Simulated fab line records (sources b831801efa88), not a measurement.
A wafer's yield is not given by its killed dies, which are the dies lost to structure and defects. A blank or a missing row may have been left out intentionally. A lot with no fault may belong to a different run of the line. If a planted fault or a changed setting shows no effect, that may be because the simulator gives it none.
Code-filled problem report in 8D (eight disciplines) form -- flow gf180mcu -- the parts of the form that need people (team, actions taken, sign-off) are left out

== 1. WHAT IS WRONG ==
V5_CVD_02_THK at GF_V5_THK_MEAS_03 reads a mean of 1138 nm on 2 wafers of 2 lots; wafers without a fault read 1443 nm with a standard deviation of 17. That is -18 standard deviations from the usual mean.
Earliest sighting: wafer L479.2 on film-metro-02 at day 28 20:52. The record has a number at this step for 42 wafers belonging to 14 lots. By rule, "out" or "out of limits" means more than 4 standard deviations away from the usual mean. The other wafers with a number count as sound.

== 2. WHAT THIS IS AND IS NOT ==
question,is,is not
which readings at this step,V5_CVD_02_THK,-
which lots,"L479, L486","L474, L475, L476, L477, L478, L481, L490, L492, L494, L495, L496, L497"
which wafers of those lots,"L479.2, L486.5","L479.1, L479.6, L486.1, L486.3"
read on which gauges,"film-metro-02, film-metro-03",film-metro-04
when,from day 28 20:52,"up to then (17 sound wafers); but 23 sound wafers of L481, L486, L490, L492, L494, L495, L496, L497 came after"

== 3. SUSPECTS, AND WHAT RULES EACH OUT ==
Counting: if a tool at a process step up to the reading ran every lot that is out, it stays a suspect. Sound lots after the first of them don't rule it out here, since some wafers of a struck lot are sound.
- the gauge at GF_V5_THK_MEAS_03: ruled out. The wafers that are out were read on 2 gauges (film-metro-02, film-metro-03).
- pecvd-01 at GF_V5_CVD_02 (deposits SiO2 from TEOS, target thk 1450 nm, time 163.28 s): kept. Ran every lot that is out, first one L479 (day 28 20:45); last sound lot up to then L478 (day 28 16:20).
- pecvd-01, GF_V5_CVD_02: wafers that are out in chamber 2, sound lot-mates in chambers 0, 1.
After counting, what remains is pecvd-01 at GF_V5_CVD_02.

== 4. THE CAUSE (what the simulator had put in) ==
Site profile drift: pecvd-01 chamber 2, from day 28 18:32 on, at GF_V5_CVD_02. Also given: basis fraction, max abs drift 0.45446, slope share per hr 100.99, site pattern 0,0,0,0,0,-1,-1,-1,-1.
This tool alone remained once counting was done.

== 5. THE EFFECT CHAIN, in route order ==
Rows list readings where the struck wafers' mean (over those with a number) sits beyond 3 standard deviations from the usual. Only readings for which the record gives a usual standard deviation are gone through. hours: the time from each lot's start at the first step in this table that gives one to its start at this step, as a median over the lots. sigmas: the change in usual standard deviations.
hours,step,reading,usual,on struck wafers,change,sigmas
0,GF_V5_THK_MEAS_03,V5_CVD_02_THK,1443 nm,1138,-304,-18
-,GF_V5_ETCH_17,oes-product-au,0.860 a.u.,0.702,-0.158,-36
It contains these process steps:
- GF_V5_ETCH_17: etches SiO2 in C4F8/O2/Ar, stops on TiN, target depth 855 nm.

== 6. HOW IT WOULD HAVE BEEN CAUGHT EARLIER ==
2 hours passed between the start of the fault at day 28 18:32 and the first reading out of limits at a measuring or inspecting step in this record, taken at day 28 20:52.
Tool readings at GF_V5_CVD_02 with a usual standard deviation given in the record: none out on any struck wafer, hence no alarm at a limit of 4 standard deviations on them.
Lots out: 2; of these, L486 started GF_V5_CVD_02 on pecvd-01 after day 28 20:52. Holding the tool at that time would have saved it.
